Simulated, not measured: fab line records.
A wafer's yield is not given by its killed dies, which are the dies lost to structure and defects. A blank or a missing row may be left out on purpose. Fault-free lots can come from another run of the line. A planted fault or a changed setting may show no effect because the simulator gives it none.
Code-filled problem report in 8D (eight disciplines) form | flow gf180mcu | the parts of the form that need people (team, actions taken, sign-off) are left out

## 1. PROBLEM STATEMENT
STI_CVD_23_THK at GF_STI_THK_MEAS_24 reads a mean of 580 nm on 1 wafer of 1 lot; wafers without a fault read 648 nm with a standard deviation of 5.9. Relative to the usual mean, that is a shift of -12 standard deviations.
Seen first at day 4 08:14 on filmMetro-04, wafer L143.6. Wafers with a number at this step in the record: 38, from 13 lots. By rule, "out" or "out of limits" means more than 4 standard deviations away from the usual mean. The rest of the wafers with a number are treated as sound.

## 2. WHAT THIS IS AND IS NOT
question                    | is               | is not
which readings at this step | STI_CVD_23_THK   | -
which lots                  | L143             | L133, L134, L135, L136, L137, L138, L139, L140, L141, L145, L155, L156
which wafers of those lots  | L143.6           | L143.4
read on which gauges        | filmMetro-04     | filmMetro-02, filmMetro-03
when                        | from day 4 08:14 | up to then (28 sound wafers); but 9 sound wafers of L145, L155, L156 came after

## 3. WHAT RULES OUT EACH SUSPECT
Counting: if a tool at a process step up to the reading ran every lot that is out, it stays a suspect. Sound lots after the first of them don't rule it out here, since some wafers of a struck lot are sound.
- the gauge at GF_STI_THK_MEAS_24 is ruled out. All the wafers that are out were read on filmMetro-04, but those of them that GF_PASSIVATION_PROBE_99 has rows for are out there too, on other tools.
- hdpcvd-01 at GF_STI_CVD_23 (deposits SiO2, target thk 650 nm, time 108.3 s): kept. The lot that is out, L143, ran on it at day 4 08:10; the last sound lot it ran before that was L141, at day 3 20:44.
- At GF_STI_CVD_23 on hdpcvd-01, chamber 2 took the sound wafers of the same lots and chamber 0 took the wafers that are out.
Left after counting: hdpcvd-01 at GF_STI_CVD_23.

## 4. THE CAUSE (what the simulator had put in)
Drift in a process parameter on hdpcvd-01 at GF_STI_CVD_23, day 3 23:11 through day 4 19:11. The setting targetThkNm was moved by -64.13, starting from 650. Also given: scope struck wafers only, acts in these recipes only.
After counting, this tool was the only one left.

## 5. SEQUENCE OF EFFECTS, ordered by route
Rows list readings where the struck wafers' mean (over those with a number) sits beyond 3 standard deviations from the usual. Readings are gone through only where the record gives a usual standard deviation; hours: the median, over the lots, of the time from a lot's start at the first step in this table giving one to that lot's start at this step; sigmas: the change measured in usual standard deviations.
hours | step                    | reading            | usual  | on struck wafers | change | sigmas
0     | GF_STI_THK_MEAS_24      | STI_CVD_23_THK     | 648 nm | 580              | -68    | -12
672   | GF_PASSIVATION_PROBE_99 | killed_at_M0_to_M3 | 21     | 40               | +19    | +4.1
It contains these process steps:
- GF_PASSIVATION_PROBE_99
Later measuring or inspecting steps at which every struck wafer that the step has a row for has a number for every such reading, and none has moved that far: GF_SAB_THK_MEAS_01, GF_CONTACT_THK_MEAS_01.

## 6. WHAT WOULD HAVE CAUGHT IT SOONER
In this record the first reading out of limits at a measuring or inspecting step was taken at day 4 08:14, 9 hours after the fault began at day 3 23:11.
Of the tool readings at GF_STI_CVD_23 for which the record gives a usual standard deviation, none was out on any struck wafer, so an alarm limit of 4 standard deviations on them would not have fired.
Lots out: 1; all had begun GF_STI_CVD_23 on hdpcvd-01 by day 4 08:14. Had the tool been put on hold then, not one of them would have been saved.
